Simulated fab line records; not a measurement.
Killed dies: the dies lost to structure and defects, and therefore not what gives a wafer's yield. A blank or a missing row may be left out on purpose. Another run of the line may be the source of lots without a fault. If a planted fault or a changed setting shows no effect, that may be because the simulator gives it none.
Which tool did it? | flow sky130 | 39 wafers from 13 lots sampled at 5 of the route's 708 steps

== WHAT THE GAUGES READ, wafer by wafer ==
SKY_POLY_GATE_THK_MEAS_04.
lot  | measured     | on           | POLY_GATE_CVD_03_THK (nm)
L155 | day 15 03:27 | filmMetro-02 | 74.2 73.7 74.5
L156 | day 15 12:06 | filmMetro-02 | 74.8 74.7 74.8
L157 | day 15 17:30 | filmMetro-01 | 73.0 73.9 73.5
L158 | day 16 07:24 | filmMetro-01 | 73.7 74.7 74.0
L159 | day 16 13:51 | filmMetro-01 | 73.8 74.1 74.0
L160 | day 16 21:02 | filmMetro-02 | 75.3 75.1 74.9
L161 | day 17 11:16 | filmMetro-02 | 75.5 75.5 75.6
L167 | day 19 17:09 | filmMetro-01 | 74.8 74.7 74.9
L169 | day 20 14:36 | filmMetro-02 | 74.0 73.9 73.9
L175 | day 22 06:11 | filmMetro-01 | 75.6 74.5 75.9
L176 | day 22 17:46 | filmMetro-02 | 74.2 74.3 73.9
L177 | day 22 22:53 | filmMetro-03 | 75.2 75.4 75.2
L178 | day 23 07:26 | filmMetro-03 | 71.6 72.8 72.7

SKY_LDD_P_CD_MEAS_07: the cd target is 380 nm.
lot  | measured     | on       | cdNm (nm)
L155 | day 18 19:56 | cdSem-01 | 380.1 380.4 378.0
L156 | day 19 07:05 | cdSem-02 | 384.0 380.6 379.8
L157 | day 19 13:49 | cdSem-02 | 379.7 380.2 381.5
L158 | day 20 02:53 | cdSem-01 | 383.8 385.2 382.1
L159 | day 20 11:21 | cdSem-02 | 375.5 379.0 376.6
L160 | day 20 18:41 | cdSem-01 | 380.8 382.3 381.3
L161 | day 21 11:59 | cdSem-01 | 380.9 380.9 377.7
L167 | day 23 16:50 | cdSem-01 | 367.4 368.1 383.2
L169 | day 24 12:46 | cdSem-02 | 377.3 378.7 379.5
L175 | day 26 02:48 | cdSem-01 | 385.3 384.4 384.3
L176 | day 26 13:49 | cdSem-02 | 382.9 382.1 383.1
L177 | day 26 19:05 | cdSem-02 | 381.6 386.3 384.7
L178 | day 27 02:25 | cdSem-02 | 380.1 377.8 378.0

SKY_LDD_P_OVL_MEAS_08.
lot  | measured     | on         | LDD_P_OVL (nm)
L155 | day 18 20:03 | overlay-02 | 3.3 3.0 0.7
L156 | day 19 07:12 | overlay-01 | -0.3 -0.3 -1.3
L157 | day 19 13:56 | overlay-02 | -0.1 -0.4 -1.4
L158 | day 20 03:00 | overlay-02 | 2.3 0.8 1.5
L159 | day 20 11:27 | overlay-01 | 2.6 2.2 4.0
L160 | day 20 18:48 | overlay-01 | 4.5 1.6 0.4
L161 | day 21 12:06 | overlay-02 | 0.2 2.1 2.1
L167 | day 23 16:57 | overlay-01 | 2.9 1.2 1.4
L169 | day 24 12:52 | overlay-02 | -0.1 1.4 0.4
L175 | day 26 02:54 | overlay-02 | 1.0 2.3 1.1
L176 | day 26 13:56 | overlay-02 | 1.8 1.8 -0.5
L177 | day 26 19:12 | overlay-02 | 2.9 2.4 2.6
L178 | day 27 02:32 | overlay-02 | 2.4 1.5 0.6

== TOOL THAT RAN EACH LOT (tool first, then ch and the chambers of the sampled wafers, then the start) ==
lot  | SKY_POLY_GATE_ETCH_17           | SKY_LDD_P_EXPOSE_04
L155 | rieSi-01 ch 1,2,3, day 16 07:06 | ilineStepper-01 ch 0, day 18 05:38
L156 | rieSi-02 ch 0,2, day 16 15:34   | ilineStepper-01 ch 0, day 18 16:04
L157 | rieSi-02 ch 0,1,2, day 16 21:51 | ilineStepper-02 ch 0, day 18 22:15
L158 | rieSi-02 ch 1,2,3, day 17 11:30 | ilineStepper-01 ch 0, day 19 11:43
L159 | rieSi-02 ch 0,2,3, day 17 19:25 | ilineStepper-02 ch 0, day 19 20:40
L160 | rieSi-01 ch 1,2,3, day 18 02:07 | ilineStepper-01 ch 0, day 20 04:21
L161 | rieSi-01 ch 0,1,2, day 18 17:43 | ilineStepper-02 ch 0, day 20 20:32
L167 | rieSi-01 ch 1,2,3, day 21 00:40 | ilineStepper-01 ch 0, day 23 01:25
L169 | rieSi-02 ch 1,2,3, day 21 21:10 | ilineStepper-02 ch 0, day 23 21:40
L175 | rieSi-01 ch 0,1,3, day 23 12:57 | ilineStepper-02 ch 0, day 25 12:22
L176 | rieSi-02 ch 0,2,3, day 24 00:34 | ilineStepper-02 ch 0, day 25 22:46
L177 | rieSi-01 ch 1,2,3, day 24 06:00 | ilineStepper-02 ch 0, day 26 04:20
L178 | rieSi-02 ch 0,2,3, day 24 14:04 | ilineStepper-01 ch 0, day 26 13:00
- SKY_POLY_GATE_ETCH_17: etches poly-Si in HBr/Cl2, stops on SiO2, target depth 180 nm, time 70.5 s.
- SKY_LDD_P_EXPOSE_04: exposes mask PSDM, target cd 380 nm.

== WHAT THE TOOLS THEMSELVES READ (means of the sampled wafers that have a number; where no wafer has one, the mark that the record gives instead) ==
SKY_POLY_GATE_ETCH_17.
lot  | tool     | drypumpMotorCurrentA (A) | heBacksideLeakSccm (sccm) | oesProductAu (a.u.) | throttleValvePct (%)
L155 | rieSi-01 | 6.38                     | 2.66                      | 0.997               | 33.690
L156 | rieSi-02 | 5.96                     | 2.84                      | 0.986               | 33.687
L157 | rieSi-02 | 6.00                     | 2.85                      | 0.993               | 33.678
L158 | rieSi-02 | 5.93                     | 2.84                      | 0.994               | 33.679
L159 | rieSi-02 | 6.00                     | 2.87                      | 0.998               | 33.676
L160 | rieSi-01 | 6.38                     | 2.64                      | 0.987               | 33.685
L161 | rieSi-01 | 6.26                     | 2.69                      | 0.994               | 33.685
L167 | rieSi-01 | 6.39                     | 2.55                      | 0.987               | 33.686
L169 | rieSi-02 | 5.95                     | 2.70                      | 0.994               | 33.690
L175 | rieSi-01 | 6.33                     | 2.49                      | 0.984               | 33.694
L176 | rieSi-02 | 5.98                     | 2.82                      | 0.985               | 33.678
L177 | rieSi-01 | 6.40                     | 2.77                      | 0.991               | 33.688
L178 | rieSi-02 | 5.97                     | 2.73                      | 0.991               | 33.682

== THE ANSWER, worked out from the rows above alone ==
Rule: what is usual is taken from the lots themselves. The widest of any qualifying gaps counts: lots, ordered by their means at a reading, are off when they make up no more than a third of the lots, leave a main group of 4 or more, and stand apart from it by 3 or more times the standard deviation of that group's means. The tables above print the reading to a certain number of digits; a main group whose means all agree to those digits is not used. A lot without any number at a reading at which 4 lots or more have one is off too. Any other lot the step has rows for is counted as sound. Order of review: gauges by route order, followed by the tools' own readings, for which a lot's mean as printed above is used. At the first step where some lot is off, the reading lying furthest off is the one used; lots without a number count as furthest.
None of the lots is off at any reading shown; this tells nothing.

== WHAT WAS PUT IN BY THE SIMULATOR ==
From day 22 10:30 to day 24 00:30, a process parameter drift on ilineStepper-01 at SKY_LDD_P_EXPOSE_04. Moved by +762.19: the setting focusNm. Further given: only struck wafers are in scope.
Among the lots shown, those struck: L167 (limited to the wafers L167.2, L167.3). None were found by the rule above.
